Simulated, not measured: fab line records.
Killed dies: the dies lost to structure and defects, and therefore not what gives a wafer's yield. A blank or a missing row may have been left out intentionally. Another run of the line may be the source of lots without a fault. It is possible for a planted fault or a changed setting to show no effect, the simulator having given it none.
Chamber matching | flow gf180mcu | 4 sister chambers for GF_PASSIVATION_ETCH_11 on rie diel-04
The step etches the open film in CF4/O2, stops on TiN, target depth 2040 nm, time 453.3 s. 4 wafers are shown with their chamber, then 9 later ones without.

== EACH WAFER AND ITS CHAMBER ==
wafer  | chamber | drypump motor current A (A)
L087.5 | 2       | 6.23
L087.6 | 3       | 5.56
L091.5 | 0       | 6.00
L091.6 | 1       | 5.78

== WAFERS WHOSE CHAMBER IS MISSING ==
wafer  | drypump motor current A (A)
L094.2 | 5.60
L094.5 | 5.96
L094.6 | 5.80
L095.2 | 5.97
L095.5 | 5.57
L095.6 | 6.22
L097.1 | 5.52
L097.4 | 6.00
L097.5 | 6.23

== THE CHAMBER EACH PASSED THROUGH ==
wafer  | from the rows above | in truth
L094.2 | 3                   | 3
L094.5 | 0                   | 0
L094.6 | 1                   | 1
L095.2 | 0                   | 0
L095.5 | 3                   | 3
L095.6 | 2                   | 2
L097.1 | 3                   | 3
L097.4 | 0                   | 0
L097.5 | 2                   | 2
Placed correctly: 9 of 9. Number that these rows cannot place: 0. 0 placed wrongly.
How it was worked out, from the rows above alone: a wafer's distance from a chamber is the root of the sum, over the readings, of the square of ((its reading less the chamber's mean) divided by the reading's scatter). The wafer belongs to the nearest chamber; if the next one is less than 2 further off, it can't be placed. A chamber's mean is the mean of its shown wafers. The scatter (one wafer shown for each chamber): square how far every hidden wafer sits from the nearest shown wafer, average those squares and take the square root.
